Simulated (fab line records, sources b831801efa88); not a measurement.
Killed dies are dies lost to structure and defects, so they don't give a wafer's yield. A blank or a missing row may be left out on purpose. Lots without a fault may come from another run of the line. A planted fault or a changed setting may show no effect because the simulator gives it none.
Which tool did it? | flow gf180mcu | 13 lots, 39 wafers sampled, at 5 steps of a route of 602

WHAT THE GAUGES READ, wafer by wafer
GF_DNWELL_TW_MEAS_09. Usual: DNWELL_TW 1345, standard deviation 9.7.
lot  | measured    | on            | DNWELL_TW      | flag
L724 | day 3 04:56 | film_metro-02 | 1344 1345 1351 |
L726 | day 3 15:44 | film_metro-04 | 1360 1367 1355 |
L727 | day 3 21:30 | film_metro-03 | 1331 1340 1345 |
L730 | day 4 12:59 | film_metro-02 | 1335 1343 1334 |
L731 | day 4 16:57 | film_metro-03 | 1350 1354 1349 |
L732 | day 5 00:47 | film_metro-04 | 1357 1353 1354 |
L733 | day 5 06:24 | film_metro-02 | 1347 1345 1341 |
L734 | day 5 10:33 | film_metro-04 | 1676 1679 1681 | OFF
L735 | day 5 16:28 | film_metro-03 | 1674 1665 1682 | OFF
L736 | day 5 20:04 | film_metro-04 | 1355 1356 1361 |
L742 | day 7 04:39 | film_metro-03 | 1682 1667 1673 | OFF
L743 | day 7 09:25 | film_metro-03 | 1335 1344 1343 |
L744 | day 7 15:48 | film_metro-02 | 1344 1339 1342 |

GF_V2_BOW_MEAS_05. Usual: V2_BOW 100 um, standard deviation 8.5.
lot  | measured     | on            | V2_BOW (um) | flag
L724 | day 19 21:32 | film_metro-02 | 105 99 87   |
L726 | day 20 17:47 | film_metro-04 | 108 104 96  |
L727 | day 21 06:56 | film_metro-02 | 105 88 98   |
L730 | day 22 09:16 | film_metro-02 | 101 109 113 |
L731 | day 22 16:05 | film_metro-02 | 104 91 109  |
L732 | day 23 02:01 | film_metro-02 | 89 87 93    |
L733 | day 23 13:04 | film_metro-01 | 105 94 91   |
L734 | day 23 20:45 | film_metro-01 | 105 109 118 |
L735 | day 24 04:14 | film_metro-01 | 116 103 119 |
L736 | day 24 10:58 | film_metro-02 | 105 108 105 |
L742 | day 26 02:58 | film_metro-01 | 102 110 98  |
L743 | day 26 12:02 | film_metro-01 | 95 107 100  |
L744 | day 26 18:37 | film_metro-01 | 112 110 101 |

WHICH TOOL RAN EACH LOT (tool, then ch and the chambers of the sampled wafers, then the start)
lot  | GF_DNWELL_IMPLANT_07           | GF_CONTACT_STRIP_18                  | GF_M1_STRIP_17
L724 | implanter-03 ch 0, day 3 04:41 | plasma_asher-03 ch 0,1, day 16 16:57 | plasma_asher-02 ch 1, day 17 17:01
L726 | implanter-01 ch 0, day 3 15:29 | plasma_asher-02 ch 0,1, day 17 09:06 | plasma_asher-01 ch 0,1, day 18 11:05
L727 | implanter-01 ch 0, day 3 21:16 | plasma_asher-02 ch 0,1, day 17 23:22 | plasma_asher-01 ch 1, day 19 01:46
L730 | implanter-03 ch 0, day 4 12:44 | plasma_asher-03 ch 0,1, day 19 01:58 | plasma_asher-03 ch 0,1, day 20 04:33
L731 | implanter-04 ch 0, day 4 16:43 | plasma_asher-03 ch 0,1, day 19 09:56 | plasma_asher-01 ch 0,1, day 20 11:49
L732 | implanter-04 ch 0, day 5 00:32 | plasma_asher-02 ch 0,1, day 19 20:42 | plasma_asher-01 ch 0,1, day 20 22:58
L733 | implanter-03 ch 0, day 5 06:10 | plasma_asher-04 ch 0,1, day 20 08:06 | plasma_asher-02 ch 0, day 21 09:34
L734 | implanter-01 ch 0, day 5 09:59 | plasma_asher-03 ch 0,1, day 20 17:15 | plasma_asher-02 ch 0,1, day 21 18:43
L735 | implanter-04 ch 0, day 5 15:55 | plasma_asher-02 ch 0,1, day 21 02:06 | plasma_asher-03 ch 0,1, day 22 02:59
L736 | implanter-04 ch 0, day 5 19:50 | plasma_asher-04 ch 0,1, day 21 07:20 | plasma_asher-02 ch 0,1, day 22 09:13
L742 | implanter-04 ch 0, day 7 04:05 | plasma_asher-02 ch 0,1, day 23 04:00 | plasma_asher-03 ch 0,1, day 24 03:52
L743 | implanter-04 ch 0, day 7 09:11 | plasma_asher-03 ch 0,1, day 23 13:05 | plasma_asher-03 ch 0,1, day 24 12:33
L744 | implanter-03 ch 0, day 7 15:34 | plasma_asher-04 ch 0,1, day 23 21:40 | plasma_asher-01 ch 1, day 24 20:34
- GF_DNWELL_IMPLANT_07
- GF_CONTACT_STRIP_18: strips in O2/N2.
- GF_M1_STRIP_17: strips in O2/N2.

WHAT THE TOOLS THEMSELVES READ (means of the sampled wafers that have a number; where no wafer has one, the mark that the record gives instead)
GF_DNWELL_IMPLANT_07. Usual: beam_on_s 9.98 s, standard deviation 0.21.
lot  | tool         | beam_on_s (s) | flag
L724 | implanter-03 | 10.24         |
L726 | implanter-01 | 9.86          |
L727 | implanter-01 | 10.09         |
L730 | implanter-03 | 9.86          |
L731 | implanter-04 | 10.05         |
L732 | implanter-04 | 9.91          |
L733 | implanter-03 | 10.13         |
L734 | implanter-01 | 9.82          |
L735 | implanter-04 | 10.13         |
L736 | implanter-04 | 9.71          |
L742 | implanter-04 | 9.87          |
L743 | implanter-04 | 10.24         |
L744 | implanter-03 | 9.79          |

GF_CONTACT_STRIP_18. Usual: drypump_motor_current_A 5.9 A, standard deviation 0.4; heater_power_w 307 W, standard deviation 33; oes_product_au 0.580 a.u., standard deviation 0.0046.
lot  | tool            | drypump_motor_current_A (A) | heater_power_w (W) | oes_product_au (a.u.) | flag
L724 | plasma_asher-03 | 5.7                         | 305                | 0.579                 |
L726 | plasma_asher-02 | 5.9                         | 321                | 0.579                 |
L727 | plasma_asher-02 | 5.8                         | 320                | 0.582                 |
L730 | plasma_asher-03 | 5.6                         | 280                | 0.583                 |
L731 | plasma_asher-03 | 5.7                         | 311                | 0.581                 |
L732 | plasma_asher-02 | 5.9                         | 320                | 0.578                 |
L733 | plasma_asher-04 | 6.6                         | 320                | 0.577                 |
L734 | plasma_asher-03 | 5.6                         | 288                | 0.584                 |
L735 | plasma_asher-02 | 5.9                         | 295                | 0.582                 |
L736 | plasma_asher-04 | 6.6                         | 323                | 0.583                 |
L742 | plasma_asher-02 | 5.8                         | 323                | 0.581                 |
L743 | plasma_asher-03 | 5.7                         | 307                | 0.582                 |
L744 | plasma_asher-04 | 6.6                         | 323                | 0.582                 |

GF_M1_STRIP_17. Usual: drypump_motor_current_A 5.74 A, standard deviation 0.27; heater_power_w 309 W, standard deviation 38; oes_product_au 0.537 a.u., standard deviation 0.0046; strip_time_to_endpoint_s 7.39 s, standard deviation 0.035.
lot  | tool            | drypump_motor_current_A (A) | heater_power_w (W) | oes_product_au (a.u.) | strip_time_to_endpoint_s (s) | flag
L724 | plasma_asher-02 | 5.96                        | 275                | 0.536                 | 7.41                         |
L726 | plasma_asher-01 | 5.76                        | 331                | 0.540                 | 7.44                         |
L727 | plasma_asher-01 | 5.97                        | 357                | 0.533                 | 7.36                         |
L730 | plasma_asher-03 | 5.71                        | 307                | 0.538                 | 7.39                         |
L731 | plasma_asher-01 | 5.76                        | 323                | 0.545                 | 7.40                         |
L732 | plasma_asher-01 | 5.54                        | 300                | 0.536                 | 7.41                         |
L733 | plasma_asher-02 | 5.81                        | 346                | 0.537                 | 7.42                         |
L734 | plasma_asher-02 | 5.87                        | 322                | 0.539                 | 7.40                         |
L735 | plasma_asher-03 | 5.56                        | 285                | 0.539                 | 7.35                         |
L736 | plasma_asher-02 | 5.93                        | 302                | 0.540                 | 7.43                         |
L742 | plasma_asher-03 | 5.57                        | 284                | 0.542                 | 7.42                         |
L743 | plasma_asher-03 | 5.57                        | 283                | 0.535                 | 7.38                         |
L744 | plasma_asher-01 | 5.98                        | 354                | 0.536                 | 7.42                         |

THE ANSWER, worked out from the rows above alone
Rule: a lot is off if the mean of its wafers that have a number lies more than 3 standard deviations from the usual mean. A lot without any number at a reading at which 4 lots or more have one is off too. The other lots that the step has rows for count as sound. The gauges are gone through in route order, then the tools' own readings, and for those a lot's mean is taken as printed above. The first step at which some lot is off is used, and at that step the reading that is off furthest; a lot without a number counts as furthest.
Off: L734, L735, L742, at GF_DNWELL_TW_MEAS_09 (DNWELL_TW).
A tool fits if, at a process step before that reading, it ran every lot that is off, and no sound lot after the first of them. The gauges at GF_DNWELL_TW_MEAS_09 are tried like those tools. None of those tried fits.

WHAT THE SIMULATOR HAD PUT IN
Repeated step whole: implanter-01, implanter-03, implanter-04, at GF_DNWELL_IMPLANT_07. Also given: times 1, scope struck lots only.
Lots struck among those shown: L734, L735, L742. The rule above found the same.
